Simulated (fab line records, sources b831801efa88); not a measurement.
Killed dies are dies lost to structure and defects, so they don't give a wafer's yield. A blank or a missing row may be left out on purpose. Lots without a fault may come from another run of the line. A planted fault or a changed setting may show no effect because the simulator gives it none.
Which tool did it? | flow sky130 | 11 lots, 33 wafers sampled, at 1 step of a route of 708

WHAT THE GAUGES READ, wafer by wafer
SKY_VIA2_CD_MEAS_12: target cd 200 nm.
lot  | measured     | on        | cd_nm (nm)
L874 | day 36 04:09 | cd_sem-01 | 199.9 198.9 198.3
L880 | day 38 08:44 | cd_sem-01 | 200.8 199.1 201.2
L882 | day 38 18:19 | cd_sem-02 | 201.7 201.6 202.2
L883 | day 38 22:18 | cd_sem-02 | 200.3 200.8 199.3
L885 | day 39 15:10 | cd_sem-02 | 201.6 200.8 202.0
L887 | day 40 01:33 | cd_sem-02 | 200.5 198.1 199.7
L888 | day 40 11:58 | cd_sem-01 | 198.0 198.9 199.0
L891 | day 42 04:20 | cd_sem-02 | 201.4 200.6 201.2
L894 | day 42 07:43 | cd_sem-02 | 201.3 200.6 200.7
L893 | day 42 13:14 | cd_sem-01 | 199.6 199.0 199.2
L895 | day 42 14:58 | cd_sem-01 | 198.5 197.4 198.6

WHICH TOOL RAN EACH LOT (tool, then ch and the chambers of the sampled wafers, then the start)
The record holds no process step before these readings.

THE ANSWER, worked out from the rows above alone
Rule: what is usual is taken from the lots themselves. Put in order of their means at a reading, lots are off if they are a third of the lots or fewer, leave a main group of 4 or more, and stand apart from it by a gap of 3 or more times the standard deviation of the main group's means; of several such gaps the widest counts. A main group whose means are all the same, to the digits that the tables above print for the reading, isn't used. A lot without any number at a reading at which 4 lots or more have one is off too. The other lots that the step has rows for count as sound.
No lot is off at any reading shown: from this, nothing can be told.

WHAT THE SIMULATOR HAD PUT IN
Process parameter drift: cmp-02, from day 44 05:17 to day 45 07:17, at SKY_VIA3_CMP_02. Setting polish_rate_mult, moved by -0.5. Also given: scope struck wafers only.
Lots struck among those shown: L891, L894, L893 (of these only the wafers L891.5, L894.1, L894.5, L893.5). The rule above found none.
